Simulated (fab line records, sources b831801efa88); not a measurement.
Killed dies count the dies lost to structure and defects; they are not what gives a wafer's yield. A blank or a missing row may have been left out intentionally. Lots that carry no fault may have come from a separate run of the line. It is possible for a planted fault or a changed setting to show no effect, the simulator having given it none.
Comparing a struck lot with a sound one -- flow sky130 -- 43 steps out of a route of 708
Sound: these wafers, L226.1, L226.2, L226.3. Struck: wafer L224.3 (left out: L224.4, L224.6 of the same lot, which were not struck); the cause appears at the end.
Per side, at each step with rows, come the tool, then ch with its chambers, and then its first start. Under that, the readings that differ: sound wafers -- struck wafers -- difference of the means -- sigmas: that difference in standard deviations of wafers without a fault.
alike: readings with means less than 2 such deviations apart, plus words and numbers identical on both sides. not compared: withheld readings, readings lacking a value on some wafer, bounds such as >300 that could conceal the same value, and numbers that have no deviation in the record and whose values overlap.
The two part at a step that has a row with sigmas, a row that says differs or no value, or rows on one side only. Non-overlapping numbers with no deviation appear without sigmas and do not part them. A reading that every wafer of one side lacks parts them only if that side has two wafers or more.

SKY_CONTACT_BOW_MEAS_05:
  sound on film metro-04 at day 36 02:48; struck on film metro-02 at day 35 10:58
reading,sound,struck,difference,sigmas
CONTACT_BOW (um),89 82 75,68,-14,-2
then, 8 steps without rows for these wafers: SKY_CONTACT_DEHYDRATE_06 (time 60 s); SKY_CONTACT_HMDS_07 (prime time 60 s); SKY_CONTACT_COAT_08 (resist thk 60 nm); SKY_CONTACT_COAT_09 (resist thk 450 nm); SKY_CONTACT_SOFTBAKE_10 (time 90 s); SKY_CONTACT_EXPOSE_11 (exposes mask CTM1, target cd 170 nm); SKY_CONTACT_PEB_12; SKY_CONTACT_DEVELOP_13 (develop time 60 s).
SKY_CONTACT_CD_MEAS_14: the cd target is 170 nm.
  sound on cd sem-01 at day 37 05:08; struck on cd sem-01 at day 36 13:29
  alike: cd nm
SKY_CONTACT_OVL_MEAS_15:
  sound on overlay-02 at day 37 05:15; struck on overlay-02 at day 36 13:34
  alike: CONTACT_OVL
SKY_CONTACT_ETCH_16: etches BARC in N2/H2, stops on SiO2, time 45.9 s, target depth 60 nm.
  sound on rie diel-02 ch 0,1,3, day 37 05:17; struck on rie diel-01 ch 1, day 36 13:36
  alike: bias w, drypump motor current A, oes product au, throttle valve pct
  not compared: rf hours counter h
SKY_CONTACT_ETCH_17: etches SiO2 in C4F8/O2/Ar, stops on Si3N4, target depth 340 nm.
  sound on rie diel-02 ch 0,1,3, day 37 05:20; struck on rie diel-01 ch 1, day 36 13:38
  alike: bias w, oes product au
then, 6 steps without rows for these wafers: SKY_CONTACT_ETCH_18 (etches Si3N4 in CHF3/O2, stops on TiN, time 39 s, target depth 75 nm); SKY_CONTACT_STRIP_19 (strips in O2/N2); SKY_CONTACT_STRIP_20 (strips in post etch residue remover, time 1200 s); SKY_CONTACT_CLEAN_21 (cleans in IPA, time 180 s); SKY_CONTACT_CLEAN_22 (cleans in O3/DIW); SKY_CONTACT_SPUTTER_23 (material TiN, target thk 20 nm, time 80 s).
SKY_CONTACT_CVD_24: deposits W, target thk 340 nm, time 102.12 s.
  sound on cvd w-02 ch 0,1, day 37 06:04; struck on cvd w-02 ch 1, day 36 14:25
  alike: heater power outer w, heater power w
SKY_CONTACT_RS_MEAS_25: measures by four-point-probe.
  sound on film metro-01 at day 37 06:11; struck on film metro-02 at day 36 14:32
  alike: CONTACT_W_RS
SKY_CONTACT_THK_MEAS_26: measures by xrf.
  sound on film metro-01 at day 37 06:18; struck on film metro-02 at day 36 14:38
  alike: CONTACT_W_THK
then, 2 steps without rows for these wafers: SKY_CONTACT_CMP_27 (polishes, stops on SiO2, t overpolish 15 s, target thk 0 nm); SKY_METAL1_SPUTTER_00 (material Ti, target thk 15 nm, time 10 s).
SKY_METAL1_SPUTTER_01: material TiN, target thk 20 nm, time 16.7 s.
  sound on pvd sputter-02 at day 37 06:50; struck on pvd sputter-04 at day 36 15:00
  alike: throttle valve pct
then, 2 steps without rows for these wafers: SKY_METAL1_SPUTTER_02 (material AlCu, target thk 250 nm, time 13.3 s); SKY_METAL1_SPUTTER_03 (material Ti, target thk 5 nm, time 3.3 s).
SKY_METAL1_SPUTTER_04: material TiN, target thk 70 nm, time 58.3 s.
  sound on pvd sputter-02 at day 37 06:54; struck on pvd sputter-04 at day 36 15:04
  alike: throttle valve pct
SKY_METAL1_RS_MEAS_05: measures by four-point-probe.
  sound on film metro-03 at day 37 06:57; struck on film metro-03 at day 36 15:09
  alike: METAL1_ALCU_RS
SKY_METAL1_THK_MEAS_06: measures by xrf.
  sound on film metro-03 at day 37 07:04; struck on film metro-03 at day 36 15:15
  alike: METAL1_ALCU_THK
then, 8 steps without rows for these wafers: SKY_METAL1_DEHYDRATE_07 (time 60 s); SKY_METAL1_HMDS_08 (prime time 60 s); SKY_METAL1_COAT_09 (resist thk 60 nm); SKY_METAL1_COAT_10 (resist thk 450 nm); SKY_METAL1_SOFTBAKE_11 (time 93.86 s); SKY_METAL1_EXPOSE_12 (exposes mask MM1, target cd 140 nm); SKY_METAL1_PEB_13; SKY_METAL1_DEVELOP_14 (develop time 60 s).
SKY_METAL1_CD_MEAS_15: the cd target is 140 nm.
  sound on cd sem-02 at day 38 09:08; struck on cd sem-01 at day 37 17:31
  alike: cd nm
SKY_METAL1_OVL_MEAS_16:
  sound on overlay-02 at day 38 09:15; struck on overlay-01 at day 37 17:36
reading,sound,struck,difference,sigmas
METAL1_OVL (nm),9 6 6,-7,-14,-2
then, 1 step without rows for these wafers: SKY_METAL1_DESCUM_17 (chemistry O2, time 8 s).
SKY_METAL1_ETCH_18: etches BARC in N2/H2, stops on SiO2, time 45.9 s, target depth 60 nm.
  sound on rie metal-03 ch 0,1, day 38 09:19; struck on rie metal-01 ch 0, day 37 17:40
  alike: bias w, drypump motor current A, oes product au, throttle valve pct
  not compared: rf hours counter h
-- the record jumps here: 12 days lie between the struck wafers' starts before and after (it left off in module METAL1 and takes up again in module PAD_OPEN, whose first step shown is number 708 of the route) --
SKY_PAD_OPEN_PROBE_99:
  sound on prober-02 at day 50 02:24; struck on prober-02 at day 49 14:22
reading,sound,struck,difference,sigmas
hold,- - -,await dispo/7.1h/release,no value on the sound wafers,
killed at contacts,27 25 37,85,+55,+10
killed dies,93 84 93,130,+40,+5
killed short,43 43 42,26,-17,-3
  alike: killed_at_M0_to_M3, killed_at_M4_up, killed at front end, killed at other, killed open

## WHERE THEY PART
Earliest at SKY_CONTACT_BOW_MEAS_05; latest, in this record, at SKY_PAD_OPEN_PROBE_99.

WHY: the cause the simulator had injected
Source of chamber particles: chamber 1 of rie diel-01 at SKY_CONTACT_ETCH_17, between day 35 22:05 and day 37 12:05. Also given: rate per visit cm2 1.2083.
